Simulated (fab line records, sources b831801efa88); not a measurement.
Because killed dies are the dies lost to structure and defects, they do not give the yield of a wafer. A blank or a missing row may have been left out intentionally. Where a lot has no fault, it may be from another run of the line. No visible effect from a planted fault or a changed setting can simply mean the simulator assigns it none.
Which tool did it? :: flow gf180mcu :: 13 lots, 39 wafers sampled, at 5 steps of a route of 602

== WHAT THE GAUGES SHOWED, per wafer ==
GF_HV_LDD_TW_MEAS_38.
lot: L861
measured: day 11 12:32
on: film metro-01
HV_LDD_3_TW: 1455 1458 1464

lot: L862
measured: day 11 20:06
on: film metro-03
HV_LDD_3_TW: 1436 1434 1434

lot: L863
measured: day 12 04:34
on: film metro-03
HV_LDD_3_TW: 1430 1426 1426

lot: L864
measured: day 12 10:35
on: film metro-04
HV_LDD_3_TW: 1439 1435 1441

lot: L865
measured: day 12 17:07
on: film metro-03
HV_LDD_3_TW: 1429 1423 1421

lot: L866
measured: day 13 02:09
on: film metro-03
HV_LDD_3_TW: 1424 1434 1430

lot: L867
measured: day 13 10:25
on: film metro-03
HV_LDD_3_TW: 1428 1433 1431

lot: L868
measured: day 13 19:15
on: film metro-01
HV_LDD_3_TW: 1461 1453 1471

lot: L869
measured: day 14 04:58
on: film metro-04
HV_LDD_3_TW: 1451 1448 1444

lot: L870
measured: day 14 12:34
on: film metro-01
HV_LDD_3_TW: 1468 1456 1471

lot: L878
measured: day 17 05:08
on: film metro-01
HV_LDD_3_TW: 1465 1457 1460

lot: L879
measured: day 17 11:25
on: film metro-04
HV_LDD_3_TW: 1429 1445 1432

lot: L883
measured: day 18 17:55
on: film metro-04
HV_LDD_3_TW: 1438 1440 1437

GF_NSD_CD_MEAS_07 targets a cd of 400 nm.
lot: L861
measured: day 13 05:17
on: cd sem-02
cd nm (nm): 398.3 400.0 398.4

lot: L862
measured: day 13 13:28
on: cd sem-02
cd nm (nm): 401.1 403.3 403.0

lot: L863
measured: day 13 23:47
on: cd sem-01
cd nm (nm): 400.9 400.1 400.4

lot: L864
measured: day 14 06:29
on: cd sem-02
cd nm (nm): 403.1 400.6 401.8

lot: L865
measured: day 14 13:16
on: cd sem-01
cd nm (nm): 401.6 397.9 399.1

lot: L866
measured: day 14 22:53
on: cd sem-01
cd nm (nm): 397.3 398.0 399.8

lot: L867
measured: day 15 07:55
on: cd sem-01
cd nm (nm): 401.7 400.1 400.2

lot: L868
measured: day 15 18:01
on: cd sem-01
cd nm (nm): 401.2 400.1 401.5

lot: L869
measured: day 16 03:45
on: cd sem-02
cd nm (nm): 400.7 402.5 399.8

lot: L870
measured: day 16 12:32
on: cd sem-01
cd nm (nm): 401.0 399.9 401.4

lot: L878
measured: day 19 07:33
on: cd sem-02
cd nm (nm): 399.0 400.9 403.0

lot: L879
measured: day 19 14:40
on: cd sem-01
cd nm (nm): 404.0 401.7 402.7

lot: L883
measured: day 20 21:29
on: cd sem-02
cd nm (nm): 400.5 400.4 401.0

GF_PSD_RS_MEAS_14: measurement is done with a four-point probe.
lot: L861
measured: day 14 02:35
on: film metro-03
NSD_RS (ohm/sq): 46.12 46.02 46.02

lot: L862
measured: day 14 11:04
on: film metro-02
NSD_RS (ohm/sq): 45.99 45.97 46.10

lot: L863
measured: day 14 21:23
on: film metro-04
NSD_RS (ohm/sq): 46.15 46.06 46.10

lot: L864
measured: day 15 05:19
on: film metro-04
NSD_RS (ohm/sq): 46.18 46.12 46.25

lot: L865
measured: day 15 11:57
on: film metro-04
NSD_RS (ohm/sq): 46.06 46.12 46.13

lot: L866
measured: day 15 21:44
on: film metro-02
NSD_RS (ohm/sq): 46.00 46.07 46.05

lot: L867
measured: day 16 07:09
on: film metro-03
NSD_RS (ohm/sq): 46.08 46.22 46.13

lot: L868
measured: day 16 18:03
on: film metro-04
NSD_RS (ohm/sq): 46.11 46.05 46.06

lot: L869
measured: day 17 04:02
on: film metro-03
NSD_RS (ohm/sq): 45.99 45.96 45.94

lot: L870
measured: day 17 12:16
on: film metro-03
NSD_RS (ohm/sq): 46.06 46.17 46.02

lot: L878
measured: day 20 08:36
on: film metro-02
NSD_RS (ohm/sq): 47.60 47.54 47.64

lot: L879
measured: day 20 15:28
on: film metro-04
NSD_RS (ohm/sq): 47.60 47.65 47.60

lot: L883
measured: day 21 22:17
on: film metro-02
NSD_RS (ohm/sq): 46.08 46.18 46.12

GF_PSD_RS_MEAS_15: measurement is done with a four-point probe.
lot: L861
measured: day 14 02:42
on: film metro-03
PSD_RS (ohm/sq): 108.45 108.69 108.40

lot: L862
measured: day 14 11:11
on: film metro-02
PSD_RS (ohm/sq): 108.23 108.21 108.32

lot: L863
measured: day 14 21:30
on: film metro-04
PSD_RS (ohm/sq): 108.96 108.63 108.50

lot: L864
measured: day 15 05:26
on: film metro-04
PSD_RS (ohm/sq): 108.55 108.25 108.35

lot: L865
measured: day 15 12:04
on: film metro-04
PSD_RS (ohm/sq): 108.71 108.33 108.40

lot: L866
measured: day 15 21:51
on: film metro-02
PSD_RS (ohm/sq): 108.45 108.93 108.63

lot: L867
measured: day 16 07:16
on: film metro-03
PSD_RS (ohm/sq): 108.65 108.96 108.67

lot: L868
measured: day 16 18:10
on: film metro-04
PSD_RS (ohm/sq): 108.09 108.01 108.14

lot: L869
measured: day 17 04:10
on: film metro-03
PSD_RS (ohm/sq): 108.44 108.31 107.93

lot: L870
measured: day 17 12:23
on: film metro-03
PSD_RS (ohm/sq): 108.62 108.90 108.89

lot: L878
measured: day 20 08:43
on: film metro-02
PSD_RS (ohm/sq): 115.77 116.09 115.50

lot: L879
measured: day 20 15:35
on: film metro-04
PSD_RS (ohm/sq): 116.11 116.11 116.12

lot: L883
measured: day 21 22:25
on: film metro-02
PSD_RS (ohm/sq): 108.88 108.79 108.05

== WHAT TOOL EACH LOT RAN ON (gives the tool, then ch and the chambers of the sampled wafers, and finally the start) ==
lot: L861
GF_PSD_RTA_13: rtp anneal-01 ch 0, day 14 02:29

lot: L862
GF_PSD_RTA_13: rtp anneal-02 ch 0, day 14 10:58

lot: L863
GF_PSD_RTA_13: rtp anneal-01 ch 0, day 14 21:17

lot: L864
GF_PSD_RTA_13: rtp anneal-02 ch 0, day 15 05:14

lot: L865
GF_PSD_RTA_13: rtp anneal-02 ch 0, day 15 11:52

lot: L866
GF_PSD_RTA_13: rtp anneal-01 ch 0, day 15 21:38

lot: L867
GF_PSD_RTA_13: rtp anneal-01 ch 0, day 16 07:04

lot: L868
GF_PSD_RTA_13: rtp anneal-01 ch 0, day 16 17:58

lot: L869
GF_PSD_RTA_13: rtp anneal-01 ch 0, day 17 03:57

lot: L870
GF_PSD_RTA_13: rtp anneal-01 ch 0, day 17 12:10

lot: L878
GF_PSD_RTA_13: rtp anneal-02 ch 0, day 20 08:31

lot: L879
GF_PSD_RTA_13: rtp anneal-02 ch 0, day 20 15:22

lot: L883
GF_PSD_RTA_13: rtp anneal-01 ch 0, day 21 22:11
- GF_PSD_RTA_13: time 20 s.

== AS READ BY THE TOOLS THEMSELVES (means over the sampled wafers that have a number; for cases with no such wafer, the mark the record gives instead) ==
GF_PSD_RTA_13.
lot: L861
tool: rtp anneal-01
lamp power pct (%): 31.17
wafer_temp_C_max: 1030.7

lot: L862
tool: rtp anneal-02
lamp power pct (%): 31.18
wafer_temp_C_max: 1033.0

lot: L863
tool: rtp anneal-01
lamp power pct (%): 31.16
wafer_temp_C_max: 1029.3

lot: L864
tool: rtp anneal-02
lamp power pct (%): 31.19
wafer_temp_C_max: 1032.6

lot: L865
tool: rtp anneal-02
lamp power pct (%): 31.25
wafer_temp_C_max: 1032.7

lot: L866
tool: rtp anneal-01
lamp power pct (%): 31.18
wafer_temp_C_max: 1029.2

lot: L867
tool: rtp anneal-01
lamp power pct (%): 31.19
wafer_temp_C_max: 1029.0

lot: L868
tool: rtp anneal-01
lamp power pct (%): 31.21
wafer_temp_C_max: 1029.6

lot: L869
tool: rtp anneal-01
lamp power pct (%): 31.19
wafer_temp_C_max: 1029.6

lot: L870
tool: rtp anneal-01
lamp power pct (%): 31.19
wafer_temp_C_max: 1028.5

lot: L878
tool: rtp anneal-02
lamp power pct (%): 30.28
wafer_temp_C_max: 1021.1

lot: L879
tool: rtp anneal-02
lamp power pct (%): 30.30
wafer_temp_C_max: 1021.6

lot: L883
tool: rtp anneal-01
lamp power pct (%): 31.18
wafer_temp_C_max: 1030.6

== THE ANSWER, worked out from the rows above alone ==
Rule: what is usual is taken from the lots themselves. The widest of any qualifying gaps counts: lots, ordered by their means at a reading, are off when they make up no more than a third of the lots, leave a main group of 4 or more, and stand apart from it by 3 or more times the standard deviation of that group's means. The tables above print the reading to a certain number of digits; a main group whose means all agree to those digits is not used. A lot without any number at a reading at which 4 lots or more have one is off too. Any other lot the step has rows for is counted as sound. Order of review: gauges by route order, followed by the tools' own readings, for which a lot's mean as printed above is used. At the first step where some lot is off, the reading lying furthest off is the one used; lots without a number count as furthest.
Off: L878, L879, seen at GF_PSD_RS_MEAS_14 (NSD_RS). The main group: mean 46.08 ohm/sq, standard deviation 0.058.
A tool fits if, at a process step before that reading, it ran every lot that is off, and no sound lot after the first of them. The gauges at GF_PSD_RS_MEAS_14 aren't tried: what is off there is off at GF_PSD_RTA_13 too, on other tools, and a gauge's error can't cause that. One candidate fits, namely rtp anneal-02 at GF_PSD_RTA_13. Its last sound lot is L865 (day 15 11:52), its first lot that is off L878 (day 20 08:31): a fault that began between those two fits.
The tool's own readings at GF_PSD_RTA_13 bear it out: on the lots that are off they differ by more than 5 times the standard deviation of the sound lots' means. lamp power pct reads 30.29 % there against 31.19 % on the sound lots; wafer_temp_C_max reads 1021.4 there against 1030.4 on the sound lots.

== WHAT WAS PUT IN BY THE SIMULATOR ==
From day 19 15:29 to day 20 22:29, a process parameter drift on rtp anneal-02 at GF_PSD_RTA_13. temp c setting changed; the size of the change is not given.
Lots struck among those shown: L878, L879. This agrees with what the rule above found.
